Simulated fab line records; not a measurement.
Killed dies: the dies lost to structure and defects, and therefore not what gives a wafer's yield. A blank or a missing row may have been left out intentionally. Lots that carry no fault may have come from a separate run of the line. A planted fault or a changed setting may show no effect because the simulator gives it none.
Chamber matching -- flow sfqLine -- rieDiel-01 running SFQ_TRILAYER_I0_VIA_ETCH_VIA_ETCH_034: 4 sister chambers
The step etches SiO2 in CHF3, stops on Nb, target depth 260 nm. 14 wafers are shown with their chamber, then 7 later ones without.

== WAFERS WITH THEIR CHAMBER ==
wafer,chamber,oesProductAu (a.u.)
L281.2,3,0.859
L281.3,0,0.857
L281.6,0,0.853
L283.4,2,0.855
L283.5,1,0.853
L283.6,0,0.852
L289.3,0,0.855
L289.5,2,0.861
L291.3,0,0.857
L298.4,3,0.848
L298.5,0,0.860
L298.6,3,0.854
L300.1,0,0.851
L300.2,3,0.862

SIGNATURES, as means of the wafers listed above
reading,chamber 0,chamber 1,chamber 2,chamber 3,scatter within a chamber
oesProductAu,0.85500,0.85300,0.85800,0.85575,0.00439
Rule: a wafer lies at a distance from a chamber equal to the root of the sum of squares, over the readings, of (its reading less the chamber's mean, divided by the reading's scatter). If the next closest chamber is less than 2 further off than the closest, the wafer can't be placed; otherwise it belongs to the closest. The scatter: the root of (the sum of the squares of (reading less its chamber's mean) over the shown wafers, divided by (wafers less chambers)).

== WAFERS MISSING THEIR CHAMBER ==
wafer,oesProductAu (a.u.)
L300.3,0.854
L301.1,0.850
L301.3,0.854
L301.6,0.851
L302.1,0.863
L302.3,0.854
L302.4,0.851

== WHICH CHAMBER EACH WENT THROUGH ==
wafer,from the rows above,in truth
L300.3,can't be placed: 0 or 1 or 3 or 2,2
L301.1,can't be placed: 1 or 0 or 3 or 2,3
L301.3,can't be placed: 0 or 1 or 3 or 2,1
L301.6,can't be placed: 1 or 0 or 3 or 2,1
L302.1,can't be placed: 2 or 3 or 0 or 1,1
L302.3,can't be placed: 0 or 1 or 3 or 2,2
L302.4,can't be placed: 1 or 0 or 3 or 2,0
Placed correctly: 0 of 7. These rows do not allow placing 7 (true chamber among the candidates in 7). 0 placed wrongly.
